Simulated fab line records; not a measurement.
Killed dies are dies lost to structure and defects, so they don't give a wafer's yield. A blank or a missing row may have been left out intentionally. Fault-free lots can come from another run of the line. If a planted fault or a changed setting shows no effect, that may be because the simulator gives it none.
Which tool did it?	flow sky130	12 lots, 36 wafers sampled, at 3 steps of a route of 708

== WHAT THE GAUGES SHOWED, per wafer ==
SKY_CAP2M_RS_MEAS_03: measurement is done with a four-point probe.
lot	measured	on	CAP2M_TIN_RS (ohm/sq)
L075	day 39 15:11	film_metro-03	6.83 6.84 6.89
L077	day 40 05:28	film_metro-03	7.01 6.96 6.88
L079	day 40 22:07	film_metro-01	6.85 7.02 6.94
L081	day 42 01:45	film_metro-01	6.97 6.95 6.96
L083	day 42 05:36	film_metro-02	6.89 6.88 6.84
L085	day 42 16:52	film_metro-02	6.93 6.87 7.00
L086	day 43 18:35	film_metro-02	6.82 6.80 6.82
L089	day 44 07:59	film_metro-02	7.02 7.02 6.96
L090	day 44 12:43	film_metro-01	6.88 6.87 6.86
L093	day 44 16:42	film_metro-02	6.84 6.99 6.92
L095	day 45 06:01	film_metro-01	6.90 6.92 7.07
L097	day 45 21:24	film_metro-03	6.67 6.72 6.68

== WHAT TOOL EACH LOT RAN ON (gives the tool, then ch and the chambers of the sampled wafers, and finally the start) ==
lot	SKY_METAL1_SPUTTER_01	SKY_VIA3_ETCH_15
L075	pvd_sputter-02, day 31 13:59	rie_diel-04 ch 0,2,3, day 39 13:22
L077	pvd_sputter-04, day 32 04:13	rie_diel-03 ch 0,2,3, day 40 03:44
L079	pvd_sputter-03, day 32 21:34	rie_diel-04 ch 2,3, day 40 20:25
L081	pvd_sputter-03, day 34 05:17	rie_diel-03 ch 0,3, day 42 00:04
L083	pvd_sputter-03, day 34 12:56	rie_diel-04 ch 0,1,2, day 42 03:53
L085	pvd_sputter-04, day 35 01:02	rie_diel-01 ch 0,1,2, day 42 15:08
L086	pvd_sputter-03, day 36 06:10	rie_diel-01 ch 1,2,3, day 43 16:49
L089	pvd_sputter-03, day 36 19:21	rie_diel-04 ch 2,3, day 44 06:16
L090	pvd_sputter-04, day 37 00:03	rie_diel-01 ch 0,1,3, day 44 10:59
L093	pvd_sputter-04, day 37 07:30	rie_diel-01 ch 1,2,3, day 44 14:58
L095	pvd_sputter-02, day 37 23:37	rie_diel-01 ch 1,2,3, day 45 04:14
L097	pvd_sputter-03, day 38 13:54	rie_diel-03 ch 0,2,3, day 45 19:37
- SKY_METAL1_SPUTTER_01: material TiN, target thk 20 nm, time 16.7 s.
- SKY_VIA3_ETCH_15: etches SiO2 in C4F8/O2/Ar, stops on TiN, target depth 507 nm, time 78 s.

== THE ANSWER, worked out from the rows above alone ==
Rule: the lots themselves supply what counts as usual. Put in order of their means at a reading, lots are off if they are a third of the lots or fewer, leave a main group of 4 or more, and stand apart from it by a gap of 3 or more times the standard deviation of the main group's means; of several such gaps the widest counts. A main group whose means are all the same, to the digits that the tables above print for the reading, isn't used. A lot without any number at a reading at which 4 lots or more have one is off too. The other lots that the step has rows for count as sound.
No lot is off on any of the readings shown, so nothing can be concluded from this.

== WHAT HAD BEEN PUT IN BY THE SIMULATOR ==
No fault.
